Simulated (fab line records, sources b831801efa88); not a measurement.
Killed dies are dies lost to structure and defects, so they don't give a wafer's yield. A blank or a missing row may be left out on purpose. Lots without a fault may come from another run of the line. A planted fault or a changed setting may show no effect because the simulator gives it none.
fab line records | flow sky130
record lots=5 wafers=15 last_day=50
route steps=708 shown PWDE@48 NWELL@56 PAD_OPEN@708
lots that met no fault: from a run of the same line without faults
start_h: hours from the record's first day to the start of the lot's first wafer shown | wait_h: hours since the lot's step before | " the same as in the row above | L1.1+2: a row that stands for several wafers | - no value, or no start given | * or withheld: withheld | < > ~ a bound
route shown NAME@n: a module of which the file shows steps, and the number in the route of the first | usual: mean/standard deviation of fault-free wafers | same: alike in all rows | chamber/n: place in a boat | sites: the reading at each site | _std_site: their standard deviation | _edge_site: outer sites' mean less inner sites' | radius_mm: how far each site lies from the wafer's centre | mask NAME#n: copy n | behind: the tool/chamber that last shaped the wafer | hold: why the lot was held/for how many hours/how that ended | device: the transistor (n, p or np) that didn't switch | end of line: the same wafers' tests at the end of the route | a step without rows: its recipe alone | killed: dies lost to structure and defects at the first sort, not the wafer's yield | map: a wafer's dies, x killed, . not, _ none there
set.NAME: the setting as run; set.NAME@STEP: as run at that earlier step | model.NAME: the simulator's own value behind a step, which no gauge read
lots at some steps of the route; a table a step, a row a wafer
services: from which hour (start_h, from the record's first day; less than 0 if before it) a tool's chamber was out of use, for how many hours, and why
## steps
# step SKY_PWDE_SOFTBAKE_03
# recipe temp_c=110 time_s=withheld
# step SKY_PWDE_EXPOSE_04
# recipe mask_id=PWDEM na=0.6 source_shape=conventional sigma_outer=0.6 polarization=unpolarized target_cd_nm=840 dose_mj=214
# step SKY_PWDE_PEB_05
# recipe temp_c=115 time_s=withheld
# step SKY_PWDE_DEVELOP_06
# recipe wall_angle_deg=90 developer=TMAH develop_time_s=60 dev_temp_c=23
# step SKY_PWDE_OVL_MEAS_07
# usual PWDE_OVL=0.7/1.4
# columns lot.wafer tool chamber start_h wait_h PWDE_OVL[nm]
L940.1 overlay-02 - 89.04 - -1.0
L940.2 " - " " 0.4
L940.3 " - " " -0.5
L947.4 overlay-02 - 129.88 - 0.2
L947.5 " - " " -0.7
L947.6 " - " " 1.0
L951.1 overlay-01 - 155.39 - 3.3
L951.5 " - " " 1.8
L951.6 " - " " 3.1
L953.1 overlay-02 - 168.09 - 0.8
L953.2 " - " " 1.3
L953.4 " - " " 0.7
L958.1 overlay-02 - 190.34 - -1.2
L958.4 " - " " -0.7
L958.5 " - " " 0.9
# step SKY_PWDE_IMPLANT_08
# recipe species=B energy_kev=150 dose_cm2=3.6e+12 tilt_deg=withheld
# step SKY_PWDE_STRIP_09
# recipe chemistry=O2/N2 power_w=1400 pressure_mtorr=1500 platen_temp_c=withheld o2_flow_sccm=3000 n2_flow_sccm=300 overash_fraction=0.5
# usual drypump_motor_current_A=5.9/0.46 oes_product_au=0.722/0.0045 strip_time_to_endpoint_s=36.93/0.092
# columns lot.wafer tool chamber start_h wait_h drypump_motor_current_A oes_product_au rf_hours_counter_h strip_time_to_endpoint_s
L940.1 plasma_asher-03 1 89.22 0.1 6.0 0.724 40 37.01
L940.2 " 0 " " 6.0 0.725 40 37.02
L940.3 " 0 " " 6.0 0.728 - 36.97
L947.4 plasma_asher-01 0 130.08 0.1 5.7 0.729 - 36.87
L947.5 " 1 " " 6.5 0.719 - 36.91
L947.6 " 0 " " 5.7 0.729 - 37.00
L951.1 plasma_asher-04 0 155.58 0.1 6.3 0.725 34 37.12
L951.5 " 0 " " 6.3 0.720 - 37.11
L951.6 " 1 " " 5.2 0.722 - 37.11
L953.1 plasma_asher-04 0 168.27 0.1 6.3 0.727 36 36.95
L953.2 " 1 " " 5.2 0.720 36 37.02
L953.4 " 0 " " 6.3 0.721 - 36.93
L958.1 plasma_asher-01 0 190.53 0.1 5.7 0.714 8 36.81
L958.4 " 0 " " 5.8 0.722 - 36.81
L958.5 " 1 " " 6.6 0.725 - 36.90
# step SKY_PWDE_TW_MEAS_10
# usual PWDE_TW=375.0/1.7
# columns lot.wafer tool chamber start_h wait_h PWDE_TW
L940.1 film_metro-01 - 89.32 0.1 375.6
L940.2 " - " " 373.7
L940.3 " - " " 372.5
L947.4 film_metro-03 - 130.18 0.1 375.3
L947.5 " - " " 373.1
L947.6 " - " " 373.9
L951.1 film_metro-01 - 155.68 0.1 374.3
L951.5 " - " " 375.3
L951.6 " - " " 375.2
L953.1 film_metro-03 - 168.37 0.1 375.8
L953.2 " - " " 377.8
L953.4 " - " " 377.3
L958.1 film_metro-01 - 190.63 0.1 374.3
L958.4 " - " " 374.6
L958.5 " - " " 375.7
# step SKY_NWELL_DEHYDRATE_03
# recipe temp_c=200 time_s=60
# step SKY_NWELL_HMDS_04
# recipe prime_time_s=60 prime_temp_c=120
# step SKY_NWELL_COAT_05
# recipe spin_rpm=2000 resist_thk_nm=3000
# step SKY_NWELL_SOFTBAKE_06
# recipe temp_c=110 time_s=withheld
# step SKY_NWELL_EXPOSE_07
# recipe mask_id=NWM na=0.6 source_shape=conventional sigma_outer=0.6 polarization=unpolarized target_cd_nm=840 dose_mj=255
# columns lot.wafer tool chamber start_h wait_h mask
L940.1+2+3 iline_stepper-02 0 97.31 - NWM#0
L947.4+5+6 iline_stepper-01 0 139.58 - NWM#0
L951.1+5+6 iline_stepper-02 0 165.07 - NWM_COMPLEMENT#0
L953.1+2+4 iline_stepper-01 0 178.41 - NWM#0
L958.1+4+5 iline_stepper-02 0 201.61 - NWM#0
# step SKY_NWELL_PEB_08
# recipe temp_c=115 time_s=withheld
# step SKY_NWELL_DEVELOP_09
# recipe wall_angle_deg=90 developer=TMAH develop_time_s=60 dev_temp_c=23
# step SKY_NWELL_OVL_MEAS_10
# usual NWELL_00_OVL=0.6/1.7
# columns lot.wafer tool chamber start_h wait_h NWELL_00_OVL[nm]
L940.1 overlay-02 - 105.44 - 0.0
L940.2 " - " " -1.1
L940.3 " - " " -1.7
L947.4 overlay-01 - 148.87 - 1.2
L947.5 " - " " 3.6
L947.6 " - " " 1.7
L951.1 overlay-02 - 175.69 - -
L951.5 " - " " -
L951.6 " - " " -
L953.1 overlay-01 - 188.64 - 0.1
L953.2 " - " " 1.4
L953.4 " - " " 2.2
L958.1 overlay-02 - 212.09 - -1.6
L958.4 " - " " -0.5
L958.5 " - " " -1.7
# step SKY_NWELL_IMPLANT_11
# recipe species=P energy_kev=400 dose_cm2=1.9e+13 tilt_deg=withheld
# step SKY_NWELL_IMPLANT_12
# recipe species=P energy_kev=120 dose_cm2=1.3e+12 tilt_deg=withheld
# step SKY_NWELL_IMPLANT_13
# recipe species=P energy_kev=50 dose_cm2=7e+11 tilt_deg=withheld
# step SKY_NWELL_STRIP_14
# recipe chemistry=O2/N2 power_w=1400 pressure_mtorr=1500 platen_temp_c=withheld o2_flow_sccm=3000 n2_flow_sccm=300 overash_fraction=0.5
# usual drypump_motor_current_A=5.8/0.52 oes_product_au=0.722/0.0046 strip_time_to_endpoint_s=36.93/0.11
# columns lot.wafer tool chamber start_h wait_h drypump_motor_current_A oes_product_au rf_hours_counter_h strip_time_to_endpoint_s
L940.1 plasma_asher-04 1 105.92 0.1 5.2 0.715 28 36.92
L940.2 " 0 " " 6.3 0.720 28 36.94
L940.3 " 1 " " 5.2 0.734 - 36.99
L947.4 plasma_asher-01 0 149.37 0.1 5.7 0.721 - 37.04
L947.5 " 1 " " 6.5 0.719 - 36.94
L947.6 " 0 " " 5.7 0.717 - 36.89
L951.1 plasma_asher-01 0 176.18 0.1 5.7 0.720 6 36.94
L951.5 " 1 " " 6.5 0.721 - 36.92
L951.6 " 0 " " 5.7 0.726 - 36.99
L953.1 plasma_asher-01 0 189.13 0.1 5.7 0.723 8 36.96
L953.2 " 1 " " 6.5 0.721 8 36.95
L953.4 " 1 " " 6.5 0.726 - 37.02
L958.1 plasma_asher-02 0 212.58 0.1 5.2 0.720 48 36.89
L958.4 " 1 " " 5.6 0.720 - 36.86
L958.5 " 1 " " 5.5 0.722 - 36.94
# step SKY_NWELL_TW_MEAS_15
# usual NWELL_TW=1827/7
# columns lot.wafer tool chamber start_h wait_h NWELL_TW
L940.1 film_metro-02 - 106.02 0.1 1821
L940.2 " - " " 1820
L940.3 " - " " 1821
L947.4 film_metro-02 - 149.47 0.1 1826
L947.5 " - " " 1825
L947.6 " - " " 1820
L951.1 film_metro-02 - 176.28 0.1 30
L951.5 " - " " 30
L951.6 " - " " 30
L953.1 film_metro-01 - 189.23 0.1 1830
L953.2 " - " " 1827
L953.4 " - " " 1834
L958.1 film_metro-03 - 212.68 0.1 1820
L958.4 " - " " 1829
L958.5 " - " " 1824
# step SKY_NWELL_DEHYDRATE_16
# recipe temp_c=200 time_s=60
# step SKY_NWELL_HMDS_17
# recipe prime_time_s=60 prime_temp_c=120
# step SKY_NWELL_COAT_18
# recipe spin_rpm=2000 resist_thk_nm=3000
# step SKY_NWELL_SOFTBAKE_19
# recipe temp_c=110 time_s=withheld
# step SKY_NWELL_EXPOSE_20
# recipe mask_id=NWM_COMPLEMENT na=0.6 source_shape=conventional sigma_outer=0.6 polarization=unpolarized target_cd_nm=840 dose_mj=260
# step SKY_NWELL_PEB_21
# recipe temp_c=115 time_s=withheld
# step SKY_NWELL_DEVELOP_22
# recipe wall_angle_deg=90 developer=TMAH develop_time_s=60 dev_temp_c=23
# step SKY_NWELL_OVL_MEAS_23
# usual NWELL_01_OVL=0.1/1.3
# columns lot.wafer tool chamber start_h wait_h NWELL_01_OVL[nm]
L940.1 overlay-02 - 124.09 - -1.3
L940.2 " - " " -0.2
L940.3 " - " " 0.2
L947.4 overlay-01 - 169.17 - 0.1
L947.5 " - " " -0.3
L947.6 " - " " -1.4
L951.1 overlay-02 - 197.49 - 1.2
L951.5 " - " " 0.3
L951.6 " - " " 2.4
L953.1 overlay-02 - 210.70 - -2.5
L953.2 " - " " -2.9
L953.4 " - " " -3.1
L958.1 overlay-02 - 233.80 - 0.6
L958.4 " - " " 0.3
L958.5 " - " " -0.1
# step SKY_NWELL_IMPLANT_24
# recipe species=B energy_kev=140 dose_cm2=9.2e+12 tilt_deg=withheld
# step SKY_NWELL_STRIP_25
# recipe chemistry=O2/N2 power_w=1400 pressure_mtorr=1500 platen_temp_c=withheld o2_flow_sccm=3000 n2_flow_sccm=300 overash_fraction=0.5
# usual drypump_motor_current_A=5.8/0.51 oes_product_au=0.723/0.0048 strip_time_to_endpoint_s=36.94/0.096
# columns lot.wafer tool chamber start_h wait_h drypump_motor_current_A oes_product_au rf_hours_counter_h strip_time_to_endpoint_s
L940.1 plasma_asher-02 0 124.28 0.1 5.2 0.734 44 36.99
L940.2 " 1 " " 5.5 0.727 44 37.02
L940.3 " 0 " " 5.2 0.724 - 36.96
L947.4 plasma_asher-01 0 169.37 0.1 5.7 0.729 - 36.88
L947.5 " 1 " " 6.5 0.720 - 36.81
L947.6 " 0 " " 5.7 0.718 - 36.97
L951.1 plasma_asher-01 1 197.67 0.1 6.5 0.727 9 36.90
L951.5 " 1 " " 6.5 0.728 - 36.73
L951.6 " 0 " " 5.7 0.717 - 36.91
L953.1 plasma_asher-02 1 210.89 0.1 5.5 0.728 48 37.02
L953.2 " 0 " " 5.2 0.720 48 36.89
L953.4 " 1 " " 5.5 0.721 - 36.97
L958.1 plasma_asher-04 0 233.99 0.1 6.3 0.717 43 37.09
L958.4 " 1 " " 5.2 0.720 - 37.12
L958.5 " 1 " " 5.2 0.728 - 37.16
# step SKY_NWELL_TW_MEAS_26
# usual NWELL_2_TW=498.5/2.3
# columns lot.wafer tool chamber start_h wait_h NWELL_2_TW
L940.1 film_metro-02 - 124.38 0.1 500.6
L940.2 " - " " 501.4
L940.3 " - " " 502.2
L947.4 film_metro-03 - 169.47 0.1 497.9
L947.5 " - " " 501.1
L947.6 " - " " 498.2
L951.1 film_metro-01 - 197.77 0.1 1824.2
L951.5 " - " " 1832.3
L951.6 " - " " 1837.9
L953.1 film_metro-03 - 210.99 0.1 498.9
L953.2 " - " " 499.7
L953.4 " - " " 499.6
L958.1 film_metro-01 - 234.09 0.1 499.1
L958.4 " - " " 499.7
L958.5 " - " " 500.2
# step SKY_NWELL_CLEAN_27
# recipe chemistry=SC1/SC2 mix=1:4:20 temp_c=70 time_s=150 dry=n2_spin
# step SKY_PAD_OPEN_PROBE_99
# usual killed_at_M0_to_M3=44/6.4 killed_at_M4_up=3.4/2.1 killed_at_contacts=23/5 killed_at_front_end=15/4.5 killed_at_other=0.3/0.54 killed_dies=86/9.5 killed_on_rim=17/3.9 killed_open=48/6.9 killed_short=38/5.9
# same gross_dies=492 killed_at_back_side=0
# columns lot.wafer tool chamber start_h wait_h killed_at_M0_to_M3 killed_at_M4_up killed_at_contacts killed_at_front_end killed_at_other killed_dies killed_on_rim killed_open killed_short
L940.1 prober-01 - 1094.73 0.1 38 2 27 11 0 78 15 45 33
L940.2 prober-01 - 1094.78 0.1 38 4 16 17 0 75 14 45 30
L940.3 prober-01 - 1094.83 0.2 49 5 24 9 0 87 19 45 42
L947.4 prober-02 - 1134.56 0.2 40 3 22 22 0 87 12 43 44
L947.5 prober-02 - 1134.61 0.2 30 2 25 10 1 68 16 33 35
L947.6 prober-02 - 1134.66 0.2 43 2 34 14 0 93 19 52 40
L951.1 prober-01 - 1162.70 0.1 53 1 20 417 1 492 96 53 38
L951.5 prober-01 - 1162.90 0.2 48 7 23 412 2 492 96 49 44
L951.6 prober-01 - 1162.95 0.2 41 1 22 428 0 492 96 46 35
L958.1 prober-01 - 1190.05 0.1 44 5 16 16 1 82 14 45 37
L958.4 prober-01 - 1190.20 0.2 48 6 23 7 1 85 20 53 32
L958.5 prober-01 - 1190.25 0.2 33 1 27 19 0 80 17 45 35
# killed by level:class
L940.1 CONTACT:geometric_particle:open=10 VIA2:geometric_particle:open=7 LI_CONTACT:geometric_particle:open=7 VIA1:geometric_particle:open=6 FIELD_ISO:geometric_particle:open=5 LI_CONTACT:geometric_particle:short=4 VIA1:geometric_particle:short=4 METAL2:geometric_particle:short=4
L940.2 VIA1:geometric_particle:open=16 FIELD_ISO:geometric_particle:open=8 CONTACT:geometric_particle:short=7 CONTACT:geometric_particle:open=6 VIA1:geometric_particle:short=5 POLY_GATE:geometric_particle:open=4 METAL3:geometric_particle:short=3 VIA3:geometric_particle:open=3
L940.3 METAL2:geometric_particle:short=10 VIA2:geometric_particle:open=10 CONTACT:geometric_particle:open=7 VIA1:geometric_particle:open=7 LI_CONTACT:geometric_particle:open=6 METAL1:geometric_particle:short=6 METAL3:geometric_particle:short=5 CONTACT:geometric_particle:short=4
L947.4 VIA1:geometric_particle:open=10 LI_CONTACT:geometric_particle:open=7 METAL1:geometric_particle:short=7 VIA3:geometric_particle:open=6 FIELD_ISO:geometric_particle:short=5 POLY_GATE:geometric_particle:short=5 VIA2:geometric_particle:open=5 CONTACT:geometric_particle:short=5
L947.5 CONTACT:geometric_particle:short=10 VIA1:geometric_particle:open=7 LI_CONTACT:geometric_particle:open=6 CONTACT:geometric_particle:open=5 VIA2:geometric_particle:open=5 VIA3:geometric_particle:short=4 VIA3:geometric_particle:open=4 POLY_GATE:geometric_particle:short=3
L947.6 CONTACT:geometric_particle:open=14 VIA3:geometric_particle:open=10 CONTACT:geometric_particle:short=8 VIA1:geometric_particle:open=7 VIA2:geometric_particle:open=6 LOCAL_INTERCONNECT:geometric_particle:short=5 VIA2:geometric_particle:short=5 POLY_GATE:geometric_particle:short=4
L951.1 NWELL:area_expose=400 VIA1:geometric_particle:open=13 METAL1:geometric_particle:short=7 VIA3:geometric_particle:open=7 CONTACT:geometric_particle:open=6 VIA2:geometric_particle:short=5 POLY_GATE:geometric_particle:short=5 VIA2:geometric_particle:open=5
L951.5 NWELL:area_expose=397 VIA1:geometric_particle:short=12 CONTACT:geometric_particle:open=9 VIA1:geometric_particle:open=6 VIA2:geometric_particle:open=6 LI_CONTACT:geometric_particle:open=5 VIA3:geometric_particle:open=5 FIELD_ISO:geometric_particle:short=4
L951.6 NWELL:area_expose=409 VIA1:geometric_particle:open=13 CONTACT:geometric_particle:short=7 CONTACT:geometric_particle:open=6 VIA2:geometric_particle:open=6 FIELD_ISO:geometric_particle:open=5 LOCAL_INTERCONNECT:geometric_particle:short=5 FIELD_ISO:geometric_particle:short=4
L958.1 VIA1:geometric_particle:open=12 VIA3:geometric_particle:open=7 VIA2:geometric_particle:open=6 LOCAL_INTERCONNECT:geometric_particle:short=6 CONTACT:geometric_particle:open=5 POLY_GATE:geometric_particle:short=4 METAL4:geometric_particle:short=4 METAL3:geometric_particle:short=3
L958.4 CONTACT:geometric_particle:open=12 VIA1:geometric_particle:open=10 VIA2:geometric_particle:open=9 VIA3:geometric_particle:open=9 VIA1:geometric_particle:short=6 METAL2:geometric_particle:short=5 CONTACT:geometric_particle:short=4 METAL1:geometric_particle:short=4
L958.5 CONTACT:geometric_particle:open=10 LOCAL_INTERCONNECT:geometric_particle:short=8 VIA1:geometric_particle:open=8 VIA2:geometric_particle:open=8 FIELD_ISO:geometric_particle:short=6 VIA3:geometric_particle:open=5 CONTACT:geometric_particle:short=5 VIA1:geometric_particle:short=4
# map L951.1 (x killed, . not)
__________xxxxxxxxxx_________
________xxxxxxxxxxxxxx_______
______xxxxxxxxxxxxxxxxxx_____
_____xxxxxxxxxxxxxxxxxxxx____
____xxxxxxxxxxxxxxxxxxxxxx___
___xxxxxxxxxxxxxxxxxxxxxxxx__
__xxxxxxxxxxxxxxxxxxxxxxxxxx_
_xxxxxxxxxxxxxxxxxxxxxxxxxxxx
_xxxxxxxxxxxxxxxxxxxxxxxxxxxx
_xxxxxxxxxxxxxxxxxxxxxxxxxxxx
_xxxxxxxxxxxxxxxxxxxxxxxxxxxx
_xxxxxxxxxxxxxxxxxxxxxxxxxxxx
_xxxxxxxxxxxxxxxxxxxxxxxxxxxx
_xxxxxxxxxxxxxxxxxxxxxxxxxxxx
_xxxxxxxxxxxxxxxxxxxxxxxxxxxx
__xxxxxxxxxxxxxxxxxxxxxxxxxx_
___xxxxxxxxxxxxxxxxxxxxxxxx__
____xxxxxxxxxxxxxxxxxxxxxx___
_____xxxxxxxxxxxxxxxxxxxx____
______xxxxxxxxxxxxxxxxxx_____
________xxxxxxxxxxxxxx_______
__________xxxxxxxxxx_________
# map L940.3 (x killed, . not)
__________...x.x...._________
________.....x.x......_______
______.x.x...........xx._____
_____xx.x..xx...x........____
____.x.........x.xx.....x.___
___..x.......x.xx......x...__
__.x......x..xx............._
_x.xx.........x..x..x........
_....x.............x.xx......
_.x..........x..x......x...x.
_.......xx...............x...
_............x.....x......x..
_...x............x..x.xx.....
_...x.......x................
_.....x.x...x..........xxx...
__.x...........x......x.xx.._
___.xx..x........x.........__
____xx..x........x...x..x.___
_____....xx...x....x.....____
______...x.......x...x.._____
________......x......._______
__________....xx...._________
## services
# columns tool chamber start_h hours kind
iline_stepper-02 - 83.44 1.7 pm
plasma_asher-01 - 108.75 9.0 pm
plasma_asher-01 0 108.75 9.0 vent_cycle
plasma_asher-01 1 108.75 9.0 vent_cycle
plasma_asher-01 0 117.75 - clean
plasma_asher-01 1 117.75 - clean
plasma_asher-02 - 126.81 15.6 pm
plasma_asher-02 - 157.61 2.8 pm
plasma_asher-02 - 160.36 28.1 pm
iline_stepper-01 - 161.86 1.7 pm
iline_stepper-02 - 167.94 8.9 pm
plasma_asher-03 - 186.75 3.2 repair
plasma_asher-02 - 213.69 0.7 repair
## key
first_sign step=SKY_NWELL_EXPOSE_07 reading=mask direction=changed
effect step=SKY_NWELL_OVL_MEAS_10 reading=NWELL_00_OVL direction=missing
effect step=SKY_NWELL_TW_MEAS_15 reading=NWELL_TW direction=down sigmas=99+ usual=1827 struck=30
effect step=SKY_NWELL_TW_MEAS_26 reading=NWELL_2_TW direction=up sigmas=99+ usual=498.5 struck=1831.5
effect step=SKY_PAD_OPEN_PROBE_99 reading=killed_at_front_end direction=up sigmas=89 usual=15 struck=419
more_kills_born_at SKY_NWELL_EXPOSE_07@iline_stepper-02=1206
met_at SKY_NWELL_EXPOSE_07
struck_wafers L951.1,L951.5,L951.6
tester_left_out L951
onset_between 97.31 165.07
fault kind=wrong_mask tool=any chamber=- onset_h=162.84 steps=SKY_NWELL_EXPOSE_07 aux_copy=NWM_COMPLEMENT#0 scope=struck_lots_only
# tester_left_out: of these lots the tester's yield and bins aren't shown, on N5 and GAA mostly nor the transistor test; their killed dies are dies lost to structure and defects alone, not to doping, threshold or leakage, so they don't give the yield
